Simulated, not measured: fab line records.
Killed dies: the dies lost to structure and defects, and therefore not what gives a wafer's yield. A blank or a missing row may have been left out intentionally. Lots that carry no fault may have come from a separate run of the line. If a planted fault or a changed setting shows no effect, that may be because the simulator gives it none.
A struck lot beside a sound one | flow gf180mcu | 16 out of 602 route steps
Sound: these wafers, L449.2, L449.4, L449.6. Struck: wafers L456.2, L456.4, L456.5. The cause comes at the end.
Order at every step that has rows: each side's tool, ch and its chambers, its first start. Under that, the readings that differ: sound wafers | struck wafers | difference of the means | sigmas: that difference in standard deviations of wafers without a fault.
alike: a reading whose means differ by less than 2 such deviations, as well as words and numbers matching on both sides. not compared: withheld readings; readings where some wafer has no value; bounds like >300 that might hide an equal value; numbers whose values overlap and for which the record gives no deviation.
The two part at a step that has a row with sigmas, a row that says differs or no value, or rows on one side only. Numbers that don't overlap but have no deviation are shown without sigmas and don't part them. Lack of a reading on every wafer of one side parts them only where that side has two or more wafers.

GF_V1_CMP_04: polishes SiO2.
  sound on cmp-02 ch 0,2,3, day 20 03:05; struck on cmp-02 ch 0,1,2, day 23 05:36
  alike: motor current A, time to endpoint s
GF_V1_BOW_MEAS_05:
  sound: film metro-04 at day 20 03:21; struck: film metro-04 at day 23 05:49
  alike: V1_BOW
then, 8 steps without rows for these wafers: GF_V1_DEHYDRATE_06 (time 60 s); GF_V1_HMDS_07 (prime time 60 s); GF_V1_COAT_08; GF_V1_COAT_09 (resist thk 1000 nm); GF_V1_SOFTBAKE_10 (time 60 s); GF_V1_EXPOSE_11 (exposes mask Via1, target cd 260 nm); GF_V1_PEB_12 (peb time 90 s); GF_V1_DEVELOP_13 (develop time 60 s).
GF_V1_CD_MEAS_14: target cd 260 nm.
  sound: cd sem-02 at day 21 03:26; struck: cd sem-01 at day 24 03:59
  alike: cd nm
GF_V1_OVL_MEAS_15:
  sound: overlay-01 at day 21 03:32; struck: overlay-01 at day 24 04:05
  alike: V1_OVL
GF_V1_ETCH_16: etches BARC in N2/H2.
  sound on rie diel-04 ch 1,2,3, day 21 03:34; struck on rie diel-04 ch 1,2, day 24 04:07
  no value came back on the struck wafers for any of 5 readings (bias w (W), chamber pressure mTorr (mTorr) and others); on the sound wafers bias w (W) reads 99.48 99.93 100.78
GF_V1_ETCH_17: etches SiO2 in C4F8/O2/Ar, stops on TiN, target depth 630 nm.
  sound: rie diel-04 ch 1,2,3; struck: rie diel-04 ch 1,2
  reading               | sound             | struck            | difference | sigmas
  oes product au (a.u.) | 0.857 0.859 0.855 | 0.373 0.380 0.376 | -0.481     | -99 or more
  alike: bias w, chamber pressure mTorr
GF_V1_STRIP_18: strips in O2/N2.
  sound on plasma asher-02 ch 0,1, day 21 03:42; struck on plasma asher-02 ch 0, day 24 04:15
  reading               | sound             | struck            | difference | sigmas
  oes product au (a.u.) | 0.597 0.596 0.597 | 0.603 0.612 0.609 | +0.011     | +2
  alike: drypump motor current A, heater power w
  not compared: rf hours counter h
then, 1 step without rows for these wafers: GF_V1_STRIP_19 (strips in post etch residue remover, time 1200 s).

== WHERE THEY PART ==
Earliest at GF_V1_ETCH_16; latest, in this record, at GF_V1_STRIP_18.

WHY: whatever the simulator had introduced
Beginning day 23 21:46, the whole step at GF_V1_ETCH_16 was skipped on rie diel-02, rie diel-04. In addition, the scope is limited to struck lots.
